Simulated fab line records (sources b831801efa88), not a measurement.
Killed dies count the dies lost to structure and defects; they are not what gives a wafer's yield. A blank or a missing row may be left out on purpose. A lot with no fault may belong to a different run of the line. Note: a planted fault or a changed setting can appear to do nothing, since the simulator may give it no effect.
The tool behind it: which one? || flow sky130 || 13 lots with 39 wafers sampled at 5 steps, on a route of 708 steps

== WHAT THE GAUGES READ, wafer by wafer ==
SKY_FIELD_ISO_THK_MEAS_23.
{"lot": "L384", "measured": "day 2 10:17", "on": "film-metro-01", "FIELD_ISO_OXIDATION_01_THK (nm)": "9.98 10.10 9.90"}
{"lot": "L386", "measured": "day 2 16:39", "on": "film-metro-02", "FIELD_ISO_OXIDATION_01_THK (nm)": "10.01 10.14 9.98"}
{"lot": "L387", "measured": "day 2 22:14", "on": "film-metro-03", "FIELD_ISO_OXIDATION_01_THK (nm)": "9.67 9.62 9.88"}
{"lot": "L389", "measured": "day 3 09:58", "on": "film-metro-03", "FIELD_ISO_OXIDATION_01_THK (nm)": "9.75 10.00 9.92"}
{"lot": "L390", "measured": "day 3 15:09", "on": "film-metro-02", "FIELD_ISO_OXIDATION_01_THK (nm)": "10.25 10.20 10.14"}
{"lot": "L391", "measured": "day 3 21:48", "on": "film-metro-01", "FIELD_ISO_OXIDATION_01_THK (nm)": "9.96 10.10 9.78"}
{"lot": "L392", "measured": "day 4 02:32", "on": "film-metro-03", "FIELD_ISO_OXIDATION_01_THK (nm)": "10.59 10.50 10.43"}
{"lot": "L394", "measured": "day 4 11:45", "on": "film-metro-03", "FIELD_ISO_OXIDATION_01_THK (nm)": "10.06 9.87 9.94"}
{"lot": "L395", "measured": "day 4 16:03", "on": "film-metro-01", "FIELD_ISO_OXIDATION_01_THK (nm)": "9.70 10.01 9.95"}
{"lot": "L396", "measured": "day 4 21:39", "on": "film-metro-03", "FIELD_ISO_OXIDATION_01_THK (nm)": "9.98 9.97 10.11"}
{"lot": "L397", "measured": "day 5 03:04", "on": "film-metro-02", "FIELD_ISO_OXIDATION_01_THK (nm)": "9.68 9.72 9.77"}
{"lot": "L404", "measured": "day 6 17:06", "on": "film-metro-03", "FIELD_ISO_OXIDATION_01_THK (nm)": "10.33 10.21 10.29"}
{"lot": "L406", "measured": "day 7 04:59", "on": "film-metro-02", "FIELD_ISO_OXIDATION_01_THK (nm)": "9.93 9.99 10.12"}

SKY_VT_ADJUST_HVTP_TW_MEAS_11.
{"lot": "L384", "measured": "day 6 02:09", "on": "film-metro-03", "VT_ADJUST_HVTP_TW": "1357 1362 1366"}
{"lot": "L386", "measured": "day 6 15:57", "on": "film-metro-03", "VT_ADJUST_HVTP_TW": "1366 1360 1363"}
{"lot": "L387", "measured": "day 6 19:05", "on": "film-metro-04", "VT_ADJUST_HVTP_TW": "1408 1401 1411"}
{"lot": "L389", "measured": "day 7 10:48", "on": "film-metro-03", "VT_ADJUST_HVTP_TW": "1368 1371 1371"}
{"lot": "L390", "measured": "day 7 15:30", "on": "film-metro-03", "VT_ADJUST_HVTP_TW": "1366 1376 1368"}
{"lot": "L391", "measured": "day 8 00:10", "on": "film-metro-03", "VT_ADJUST_HVTP_TW": "1367 1365 1359"}
{"lot": "L392", "measured": "day 8 05:15", "on": "film-metro-04", "VT_ADJUST_HVTP_TW": "1391 1383 1388"}
{"lot": "L394", "measured": "day 8 17:08", "on": "film-metro-04", "VT_ADJUST_HVTP_TW": "1389 1390 1395"}
{"lot": "L395", "measured": "day 8 20:38", "on": "film-metro-04", "VT_ADJUST_HVTP_TW": "1398 1404 1396"}
{"lot": "L396", "measured": "day 9 05:28", "on": "film-metro-02", "VT_ADJUST_HVTP_TW": "1349 1353 1362"}
{"lot": "L397", "measured": "day 9 13:07", "on": "film-metro-04", "VT_ADJUST_HVTP_TW": "1392 1396 1390"}
{"lot": "L404", "measured": "day 11 10:25", "on": "film-metro-03", "VT_ADJUST_HVTP_TW": "1287 1288 1282"}
{"lot": "L406", "measured": "day 12 06:48", "on": "film-metro-03", "VT_ADJUST_HVTP_TW": "1296 1295 1290"}

SKY_SD_N_TW_MEAS_12.
{"lot": "L384", "measured": "day 27 20:58", "on": "film-metro-04", "SD_N_TW": "4114 4080 4095"}
{"lot": "L386", "measured": "day 29 02:25", "on": "film-metro-03", "SD_N_TW": "4038 4034 4021"}
{"lot": "L387", "measured": "day 29 02:31", "on": "film-metro-02", "SD_N_TW": "3956 3976 3957"}
{"lot": "L389", "measured": "day 29 15:42", "on": "film-metro-04", "SD_N_TW": "4116 4122 4107"}
{"lot": "L390", "measured": "day 29 23:09", "on": "film-metro-02", "SD_N_TW": "3960 3935 3967"}
{"lot": "L391", "measured": "day 30 12:55", "on": "film-metro-04", "SD_N_TW": "4082 4072 4055"}
{"lot": "L392", "measured": "day 30 16:03", "on": "film-metro-04", "SD_N_TW": "4081 4091 4067"}
{"lot": "L394", "measured": "day 31 16:38", "on": "film-metro-04", "SD_N_TW": "4099 4105 4086"}
{"lot": "L395", "measured": "day 31 16:15", "on": "film-metro-02", "SD_N_TW": "3993 3985 3976"}
{"lot": "L396", "measured": "day 31 22:33", "on": "film-metro-04", "SD_N_TW": "4078 4081 4092"}
{"lot": "L397", "measured": "day 32 16:25", "on": "film-metro-04", "SD_N_TW": "4089 4084 4082"}
{"lot": "L404", "measured": "day 34 12:09", "on": "film-metro-04", "SD_N_TW": "4099 4119 4113"}
{"lot": "L406", "measured": "day 36 02:06", "on": "film-metro-02", "SD_N_TW": "3974 3959 3974"}

== WHICH TOOL RAN EACH LOT (tool, then ch and the chambers of the sampled wafers, then the start) ==
{"lot": "L384", "SKY_VT_ADJUST_HVTP_IMPLANT_09": "implanter-02 ch 0, day 6 01:54", "SKY_SD_P_STRIP_10": "plasma-asher-04 ch 0,1, day 25 10:13"}
{"lot": "L386", "SKY_VT_ADJUST_HVTP_IMPLANT_09": "implanter-03 ch 0, day 6 15:44", "SKY_SD_P_STRIP_10": "plasma-asher-04 ch 0,1, day 26 16:22"}
{"lot": "L387", "SKY_VT_ADJUST_HVTP_IMPLANT_09": "implanter-02 ch 0, day 6 18:50", "SKY_SD_P_STRIP_10": "plasma-asher-02 ch 0,1, day 26 16:37"}
{"lot": "L389", "SKY_VT_ADJUST_HVTP_IMPLANT_09": "implanter-04 ch 0, day 7 10:35", "SKY_SD_P_STRIP_10": "plasma-asher-02 ch 0,1, day 27 05:32"}
{"lot": "L390", "SKY_VT_ADJUST_HVTP_IMPLANT_09": "implanter-04 ch 0, day 7 15:15", "SKY_SD_P_STRIP_10": "plasma-asher-02 ch 0,1, day 27 13:48"}
{"lot": "L391", "SKY_VT_ADJUST_HVTP_IMPLANT_09": "implanter-04 ch 0, day 7 23:57", "SKY_SD_P_STRIP_10": "plasma-asher-02 ch 0,1, day 28 03:46"}
{"lot": "L392", "SKY_VT_ADJUST_HVTP_IMPLANT_09": "implanter-03 ch 0, day 8 05:02", "SKY_SD_P_STRIP_10": "plasma-asher-04 ch 0,1, day 28 06:32"}
{"lot": "L394", "SKY_VT_ADJUST_HVTP_IMPLANT_09": "implanter-02 ch 0, day 8 16:53", "SKY_SD_P_STRIP_10": "plasma-asher-03 ch 0,1, day 29 07:15"}
{"lot": "L395", "SKY_VT_ADJUST_HVTP_IMPLANT_09": "implanter-04 ch 0, day 8 20:23", "SKY_SD_P_STRIP_10": "plasma-asher-04 ch 0,1, day 29 06:57"}
{"lot": "L396", "SKY_VT_ADJUST_HVTP_IMPLANT_09": "implanter-02 ch 0, day 9 05:15", "SKY_SD_P_STRIP_10": "plasma-asher-04 ch 0,1, day 29 13:00"}
{"lot": "L397", "SKY_VT_ADJUST_HVTP_IMPLANT_09": "implanter-02 ch 0, day 9 12:54", "SKY_SD_P_STRIP_10": "plasma-asher-02 ch 0,1, day 30 08:23"}
{"lot": "L404", "SKY_VT_ADJUST_HVTP_IMPLANT_09": "implanter-03 ch 0, day 11 10:10", "SKY_SD_P_STRIP_10": "plasma-asher-04 ch 0,1, day 32 07:28"}
{"lot": "L406", "SKY_VT_ADJUST_HVTP_IMPLANT_09": "implanter-03 ch 0, day 12 06:33", "SKY_SD_P_STRIP_10": "plasma-asher-02 ch 0,1, day 33 21:34"}
- SKY_VT_ADJUST_HVTP_IMPLANT_09
- SKY_SD_P_STRIP_10: strips in O2/N2.

== WHAT THE TOOLS THEMSELVES READ (means of the sampled wafers that have a number; where no wafer has one, the mark that the record gives instead) ==
SKY_SD_P_STRIP_10.
{"lot": "L384", "tool": "plasma-asher-04", "drypump-motor-current-A (A)": 5.73, "oes-product-au (a.u.)": 0.619, "strip-time-to-endpoint-s (s)": 17.45}
{"lot": "L386", "tool": "plasma-asher-04", "drypump-motor-current-A (A)": 5.62, "oes-product-au (a.u.)": 0.614, "strip-time-to-endpoint-s (s)": 17.45}
{"lot": "L387", "tool": "plasma-asher-02", "drypump-motor-current-A (A)": 5.54, "oes-product-au (a.u.)": 0.615, "strip-time-to-endpoint-s (s)": 17.51}
{"lot": "L389", "tool": "plasma-asher-02", "drypump-motor-current-A (A)": 5.51, "oes-product-au (a.u.)": 0.618, "strip-time-to-endpoint-s (s)": 17.47}
{"lot": "L390", "tool": "plasma-asher-02", "drypump-motor-current-A (A)": 5.55, "oes-product-au (a.u.)": 0.614, "strip-time-to-endpoint-s (s)": 17.47}
{"lot": "L391", "tool": "plasma-asher-02", "drypump-motor-current-A (A)": 5.51, "oes-product-au (a.u.)": 0.613, "strip-time-to-endpoint-s (s)": 17.49}
{"lot": "L392", "tool": "plasma-asher-04", "drypump-motor-current-A (A)": 5.64, "oes-product-au (a.u.)": 0.613, "strip-time-to-endpoint-s (s)": 17.54}
{"lot": "L394", "tool": "plasma-asher-03", "drypump-motor-current-A (A)": 5.70, "oes-product-au (a.u.)": 0.621, "strip-time-to-endpoint-s (s)": 17.47}
{"lot": "L395", "tool": "plasma-asher-04", "drypump-motor-current-A (A)": 5.60, "oes-product-au (a.u.)": 0.615, "strip-time-to-endpoint-s (s)": 17.52}
{"lot": "L396", "tool": "plasma-asher-04", "drypump-motor-current-A (A)": 5.64, "oes-product-au (a.u.)": 0.615, "strip-time-to-endpoint-s (s)": 17.53}
{"lot": "L397", "tool": "plasma-asher-02", "drypump-motor-current-A (A)": 5.53, "oes-product-au (a.u.)": 0.619, "strip-time-to-endpoint-s (s)": 17.51}
{"lot": "L404", "tool": "plasma-asher-04", "drypump-motor-current-A (A)": 5.64, "oes-product-au (a.u.)": 0.616, "strip-time-to-endpoint-s (s)": 17.49}
{"lot": "L406", "tool": "plasma-asher-02", "drypump-motor-current-A (A)": 5.54, "oes-product-au (a.u.)": 0.616, "strip-time-to-endpoint-s (s)": 17.50}

== THE ANSWER, worked out from the rows above alone ==
Rule: what is usual is taken from the lots themselves. The widest of any qualifying gaps counts: lots, ordered by their means at a reading, are off when they make up no more than a third of the lots, leave a main group of 4 or more, and stand apart from it by 3 or more times the standard deviation of that group's means. Not used: any main group whose means are identical at the precision the tables above print for the reading. A lot without any number at a reading at which 4 lots or more have one is off too. Any other lot the step has rows for is counted as sound. First the gauges in route order, then the tools' own readings, where a lot's mean is used as printed above. At the first step where some lot is off, the reading lying furthest off is the one used; lots without a number count as furthest.
Off: at SKY_VT_ADJUST_HVTP_TW_MEAS_11 (VT_ADJUST_HVTP_TW), L404, L406. The main group: mean 1378, standard deviation 17.
A tool fits if, at a process step before that reading, it ran every lot that is off, and no sound lot after the first of them. Gauges at SKY_VT_ADJUST_HVTP_TW_MEAS_11: tried the same way as those tools. Can't be told from this: 2 tools fit, implanter-03 at SKY_VT_ADJUST_HVTP_IMPLANT_09, film-metro-03 at SKY_VT_ADJUST_HVTP_TW_MEAS_11.

== WHAT THE SIMULATOR HAD PUT IN ==
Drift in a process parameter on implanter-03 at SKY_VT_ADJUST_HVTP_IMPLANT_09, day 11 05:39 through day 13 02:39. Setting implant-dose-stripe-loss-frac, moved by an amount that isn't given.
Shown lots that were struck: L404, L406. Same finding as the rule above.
